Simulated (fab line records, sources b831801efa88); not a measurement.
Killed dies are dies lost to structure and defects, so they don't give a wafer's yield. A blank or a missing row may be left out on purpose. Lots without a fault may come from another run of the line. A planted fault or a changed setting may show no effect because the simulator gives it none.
Which tool did it? | flow gf180mcu | 7 lots, 21 wafers sampled, at 3 steps of a route of 602

WHAT THE GAUGES READ, wafer by wafer
GF_M1_CD_MEAS_14: target cd 230 nm.
lot  | measured     | on        | cd_nm (nm)
L297 | day 16 22:11 | cd_sem-02 | 229.8 230.6 230.5
L299 | day 17 23:23 | cd_sem-02 | 228.9 230.2 228.4
L301 | day 18 09:16 | cd_sem-01 | 229.1 229.1 229.5
L313 | day 24 02:47 | cd_sem-01 | 231.3 230.4 230.5
L318 | day 24 20:47 | cd_sem-02 | 230.1 230.9 230.7

WHICH TOOL RAN EACH LOT (tool, then ch and the chambers of the sampled wafers, then the start)
lot  | GF_SAB_EXPOSE_06                    | GF_SALICIDE_RTA_06
L297 | iline_stepper-02 ch 0, day 14 12:58 | rtp_anneal-02 ch 0, day 15 00:12
L299 | iline_stepper-02 ch 0, day 15 12:43 | rtp_anneal-02 ch 0, day 15 23:51
L301 | iline_stepper-01 ch 0, day 15 22:14 | rtp_anneal-02 ch 0, day 16 08:38
L304 | iline_stepper-02, day 17 12:16      | -
L306 | iline_stepper-02, day 18 10:15      | -
L313 | iline_stepper-01 ch 0, day 21 14:26 | rtp_anneal-02 ch 0, day 22 02:45
L318 | iline_stepper-02 ch 0, day 22 09:57 | rtp_anneal-01 ch 0, day 22 21:57
- GF_SAB_EXPOSE_06: exposes mask SAB, target cd 420 nm.
- GF_SALICIDE_RTA_06: time 30 s.

THE ANSWER, worked out from the rows above alone
Rule: what is usual is taken from the lots themselves. Put in order of their means at a reading, lots are off if they are a third of the lots or fewer, leave a main group of 4 or more, and stand apart from it by a gap of 3 or more times the standard deviation of the main group's means; of several such gaps the widest counts. A main group whose means are all the same, to the digits that the tables above print for the reading, isn't used. A lot without any number at a reading at which 4 lots or more have one is off too. The other lots that the step has rows for count as sound.
No lot is off at any reading shown: from this, nothing can be told.

WHAT THE SIMULATOR HAD PUT IN
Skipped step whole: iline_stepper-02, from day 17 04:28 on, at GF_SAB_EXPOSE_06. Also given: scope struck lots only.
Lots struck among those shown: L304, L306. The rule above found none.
